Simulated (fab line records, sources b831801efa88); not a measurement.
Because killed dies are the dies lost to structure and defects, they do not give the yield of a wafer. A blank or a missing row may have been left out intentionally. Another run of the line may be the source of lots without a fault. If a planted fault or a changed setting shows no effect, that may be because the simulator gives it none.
A lot that was struck, set against a sound lot | flow sky130 | 22 steps out of a route of 708
Sound: wafers L645.1, L645.4, L645.5. The struck wafers were L651.2, L651.3, L651.4. The cause is given at the end.
Per side, at each step with rows, come the tool, then ch with its chambers, and then its first start. Under that, the readings that differ: sound wafers | struck wafers | difference of the means | sigmas: that difference in standard deviations of wafers without a fault.
alike: words and numbers the same on both sides, and readings whose means are apart by under 2 such deviations; not compared: readings that were withheld, readings missing a value for some wafer, numbers with overlapping values and no deviation given by the record, and bounds like >300 which may hide the same value.
Wherever a step has rows on one side only, a row that says differs or no value, or a row with sigmas, the two part there. Numbers that have no deviation but don't overlap get no sigmas and don't part them. Lack of a reading on every wafer of one side parts them only where that side has two or more wafers.

SKY_POLY_GATE_THK_MEAS_21:
  sound on film-metro-04, day 18 16:26; struck on film-metro-02, day 20 15:39
  alike: POLY_GATE_OXIDATION_THK
SKY_POLY_GATE_CD_MEAS_22:
  sound on cd-sem-01, day 18 16:30; struck on cd-sem-01, day 20 15:44
  alike: cd-nm
then, 7 steps without rows for these wafers: SKY_LDD_N_DEHYDRATE_00 (time 60 s); SKY_LDD_N_HMDS_01 (prime time 60 s); SKY_LDD_N_COAT_02 (resist thk 300 nm); SKY_LDD_N_SOFTBAKE_03 (time 60 s); SKY_LDD_N_EXPOSE_04 (exposes mask NTM, target cd 840 nm); SKY_LDD_N_PEB_05; SKY_LDD_N_DEVELOP_06 (develop time 60 s).
SKY_LDD_N_OVL_MEAS_07:
  sound on overlay-02, day 19 23:50; struck on overlay-02, day 21 22:34
  alike: LDD_N_OVL
then, 2 steps without rows for these wafers: SKY_LDD_N_IMPLANT_08; SKY_LDD_N_IMPLANT_09.
SKY_LDD_N_IMPLANT_10:
  sound on implanter-01 ch 0, day 20 00:10; struck on implanter-02 ch 0, day 21 23:14
  alike: rotation-deg
then, 5 steps without rows for these wafers: SKY_LDD_N_IMPLANT_11; SKY_LDD_N_IMPLANT_12; SKY_LDD_N_IMPLANT_13; SKY_LDD_N_IMPLANT_14; SKY_LDD_N_IMPLANT_15.
SKY_LDD_N_STRIP_16: strips in O2/N2.
  sound on plasma-asher-03 ch 0,1, day 20 01:04; struck on plasma-asher-04 ch 0,1, day 22 00:06
  reading                      | sound             | struck            | difference | sigmas
  strip-time-to-endpoint-s (s) | 4.322 4.305 4.331 | 4.539 4.546 4.520 | +0.216     | +14
  alike: drypump-motor-current-A, oes-product-au
  not compared: rf-hours-counter-h
SKY_LDD_N_TW_MEAS_17:
  sound on film-metro-01, day 20 01:10; struck on film-metro-03, day 22 00:13
  alike: LDD_N_TW
then, 1 step without rows for these wafers: SKY_LDD_P_DEHYDRATE_00 (time 60 s).
-- a jump in the record: the struck wafers' starts before and after are 27 days apart (it breaks off in module LDD_P and resumes in module PAD_OPEN, where the first step shown is number 708 of the route) --
SKY_PAD_OPEN_PROBE_99:
  sound on prober-02, day 47 23:48; struck on prober-02, day 49 04:56
  reading                                    | sound                | struck               | difference | sigmas
  killed-at-contacts                         | 24 34 36             | 19 14 26             | -12        | -2
  model.etest.tip-n.rs-ohm-sq                | 430.4 435.4 431.1    | 387.1 386.6 385.9    | -45.8      |
  model.etest.nfet_01v8_swapped.vt-sat-v (V) | 0.658 0.656 0.6559   | 0.6303 0.6329 0.6371 | -0.0232    |
  model.etest.nfet_01v8_turned.vt-sat-v (V)  | 0.6509 0.6538 0.6473 | 0.6351 0.6406 0.6353 | -0.0137    |
  alike: killed_at_M0_to_M3, killed_at_M4_up, killed-at-front-end, killed-at-other, killed-dies, killed-open, killed-short

## WHERE THEY PART
Earliest at SKY_LDD_N_STRIP_16; latest, in this record, at SKY_PAD_OPEN_PROBE_99.

WHY: what the simulator had put in
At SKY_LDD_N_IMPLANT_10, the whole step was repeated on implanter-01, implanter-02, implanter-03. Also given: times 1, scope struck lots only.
